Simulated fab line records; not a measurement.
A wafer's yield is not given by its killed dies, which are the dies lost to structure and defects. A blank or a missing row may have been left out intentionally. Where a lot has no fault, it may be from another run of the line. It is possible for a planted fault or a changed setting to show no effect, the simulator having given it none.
Problem report in the 8D (eight disciplines) form, filled by code || flow gf180mcu || the parts of the form that need people (team, actions taken, sign-off) are left out

== 1. PROBLEM STATEMENT ==
Mean DUAL_GATE_OXIDATION_00_THK at GF_DUAL_GATE_THK_MEAS_03: 12.15 nm over 6 wafers in 2 lots; fault-free wafers: 10.63 nm, standard deviation 0.28. That puts it +5.4 standard deviations away from the usual mean.
First observed at day 9 17:29: wafer L470.2, on filmMetro-01. The record holds 39 wafers of 13 lots with a number at this step. Rule for "out" (also "out of limits"): further than 4 standard deviations from the usual mean. The other wafers with a number count as sound.

== 2. WHAT IT IS AND WHAT IT IS NOT ==
{"question": "which readings at this step", "is": "DUAL_GATE_OXIDATION_00_THK", "is not": "-"}
{"question": "which lots", "is": "L470, L471", "is not": "L462, L463, L464, L466, L468, L469, L479, L480, L481, L484, L485"}
{"question": "which wafers of those lots", "is": "all that have a number", "is not": "-"}
{"question": "read on which gauges", "is": "filmMetro-01, filmMetro-03", "is not": "filmMetro-04"}
{"question": "when", "is": "from day 9 17:29", "is not": "up to then (18 sound wafers); but 15 sound wafers of L479, L480, L481, L484, L485 came after"}

== 3. WHAT RULES OUT EACH SUSPECT ==
Counting: a tool at a process step up to the reading stays a suspect if it ran every lot that is out and no sound lot after the first of them.
- the gauge at GF_DUAL_GATE_THK_MEAS_03 is ruled out. Those wafers that are out were read across 2 gauges (filmMetro-01, filmMetro-03).
- furnace-02 at GF_DUAL_GATE_OXIDATION_02 (stabilise 600 s, purge 300 s, target thk 10.887 nm): ruled out as a lasting fault. Sound lots L479, L484, L485 ran on it after its first lot that is out, L470 (day 9 16:02).
Left after counting: nothing in the record.

== 4. THE CAUSE (what the simulator had put in) ==
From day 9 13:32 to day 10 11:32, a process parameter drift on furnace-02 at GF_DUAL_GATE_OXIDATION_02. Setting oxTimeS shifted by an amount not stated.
Counting ruled it out, wrongly: the rule takes a fault to strike every lot that its tool runs from its start on, and this one did not.

== 5. THE EFFECT CHAIN, in route order ==
Rows list readings where the struck wafers' mean (over those with a number) sits beyond 3 standard deviations from the usual. Scope: only readings with a usual standard deviation given in the record; hours: median across lots of the time from each lot's start at the first step in this table that gives one to its start at this step; sigmas: change in usual standard deviations.
{"hours": 0, "step": "GF_DUAL_GATE_THK_MEAS_03", "reading": "DUAL_GATE_OXIDATION_00_THK", "usual": "10.63 nm", "on struck wafers": 12.15, "change": "+1.52", "sigmas": "+5.4"}
At these later measuring or inspecting steps, every struck wafer for which the step has a row has a number for every such reading, and none has moved that far: GF_POLY_GATE_OVL_MEAS_11, GF_HV_LDD_CD_MEAS_07.

== 6. WHAT WOULD HAVE CAUGHT IT SOONER ==
In this record the first reading out of limits at a measuring or inspecting step was taken at day 9 17:29, 4 hours after the fault began at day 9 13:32.
Of the tool readings at GF_DUAL_GATE_OXIDATION_02 for which the record gives a usual standard deviation, none was out on any struck wafer, so an alarm limit of 4 standard deviations on them would not have fired.
